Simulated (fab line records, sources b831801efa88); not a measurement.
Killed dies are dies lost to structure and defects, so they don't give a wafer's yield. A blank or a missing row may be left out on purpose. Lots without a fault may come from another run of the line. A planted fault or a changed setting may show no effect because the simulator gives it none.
Tool commonality check | flow sky130 | 10 lots, 30 wafers sampled

WHY IT WAS OPENED
At SKY_METAL2_RS_MEAS_05 the reading METAL2_ALCU_RS is flagged on 2 of 10 lots. Wafers without a fault read 0.1271 ohm/sq, standard deviation 0.0015.
Rule: a lot is flagged when every wafer of it that has a number lies more than 4 standard deviations from that mean, or none has a number. The other lots count as sound.

lot  | measured     | on            | METAL2_ALCU_RS (ohm/sq), wafer by wafer | flag
L503 | day 34 00:17 | film_metro-02 | 0.1261 0.1253 0.1250                    |
L510 | day 36 12:10 | film_metro-04 | 0.1276 0.1254 0.1263                    |
L512 | day 37 01:35 | film_metro-03 | 0.1271 0.1282 0.1270                    |
L514 | day 37 18:05 | film_metro-03 | 0.1272 0.1273 0.1270                    |
L513 | day 37 20:32 | film_metro-02 | 0.1273 0.1288 0.1266                    |
L515 | day 37 22:00 | film_metro-02 | 0.0979 0.0986 0.0979                    | FLAGGED
L516 | day 38 04:53 | film_metro-03 | 0.0993 0.0995 0.0995                    | FLAGGED
L517 | day 38 18:00 | film_metro-04 | 0.1274 0.1277 0.1268                    |
L525 | day 41 07:53 | film_metro-03 | 0.1261 0.1253 0.1258                    |
L526 | day 41 08:36 | film_metro-02 | 0.1300 0.1294 0.1281                    |
The numbers of the flagged lots are 0.0988 ohm/sq on average: -0.0283 ohm/sq against the usual, or -19 standard deviations.

WHICH TOOL RAN EACH LOT
The record holds 2 process steps before the reading, out of a route of 708 steps. In each cell: the tool, then ch and the chambers that the sampled wafers went through, then the start.
lot  | flag    | SKY_METAL2_SPUTTER_00        | SKY_METAL2_SPUTTER_02
L503 |         | pvd_sputter-01, day 34 00:07 | pvd_sputter-01, day 34 00:09
L510 |         | pvd_sputter-01, day 36 12:02 | pvd_sputter-01, day 36 12:05
L512 |         | pvd_sputter-01, day 37 01:25 | pvd_sputter-01, day 37 01:28
L514 |         | pvd_sputter-03, day 37 17:55 | pvd_sputter-03, day 37 17:58
L513 |         | pvd_sputter-03, day 37 20:23 | pvd_sputter-03, day 37 20:26
L515 | FLAGGED | pvd_sputter-03, day 37 21:52 | pvd_sputter-03, day 37 21:55
L516 | FLAGGED | pvd_sputter-03, day 38 04:43 | pvd_sputter-03, day 38 04:46
L517 |         | pvd_sputter-01, day 38 17:50 | pvd_sputter-01, day 38 17:53
L525 |         | pvd_sputter-01, day 41 07:43 | pvd_sputter-01, day 41 07:46
L526 |         | pvd_sputter-01, day 41 08:28 | pvd_sputter-01, day 41 08:31
What these steps do:
- SKY_METAL2_SPUTTER_00: material Ti, target thk 15 nm, time 10 s.
- SKY_METAL2_SPUTTER_02: material AlCu, target thk 250 nm, time 13.3 s.
- SKY_METAL2_RS_MEAS_05: measures by four-point-probe.

FLAGGED OVER TOTAL, TOOL BY TOOL (the gauges that took the reading come last)
step                  | tool           | lots run | flagged | share of the flagged lots | sound lots run after its first flagged lot
SKY_METAL2_SPUTTER_00 | pvd_sputter-01 | 6        | 0       | none                      | -
SKY_METAL2_SPUTTER_00 | pvd_sputter-03 | 4        | 2       | all                       | 0
SKY_METAL2_SPUTTER_02 | pvd_sputter-01 | 6        | 0       | none                      | -
SKY_METAL2_SPUTTER_02 | pvd_sputter-03 | 4        | 2       | all                       | 0
SKY_METAL2_RS_MEAS_05 | film_metro-02  | 4        | 1       | some                      | 1 (L526)
SKY_METAL2_RS_MEAS_05 | film_metro-03  | 4        | 1       | some                      | 1 (L525)
SKY_METAL2_RS_MEAS_05 | film_metro-04  | 2        | 0       | none                      | -

WHAT THE TABLE ALLOWS
2 rows of the table ran every flagged lot: pvd_sputter-03 at SKY_METAL2_SPUTTER_00, pvd_sputter-03 at SKY_METAL2_SPUTTER_02.
- pvd_sputter-03 at SKY_METAL2_SPUTTER_00: 2 of its 4 lots flagged. Its last sound lot is L513 (day 37 20:23), its first flagged lot L515 (day 37 21:52): a fault that began between those two fits.
- pvd_sputter-03 at SKY_METAL2_SPUTTER_02: 2 of its 4 lots flagged. Its last sound lot is L513 (day 37 20:26), its first flagged lot L515 (day 37 21:55): a fault that began between those two fits.
One tool is left: pvd_sputter-03 at SKY_METAL2_SPUTTER_00 and SKY_METAL2_SPUTTER_02.

WHAT THE SIMULATOR HAD PUT IN
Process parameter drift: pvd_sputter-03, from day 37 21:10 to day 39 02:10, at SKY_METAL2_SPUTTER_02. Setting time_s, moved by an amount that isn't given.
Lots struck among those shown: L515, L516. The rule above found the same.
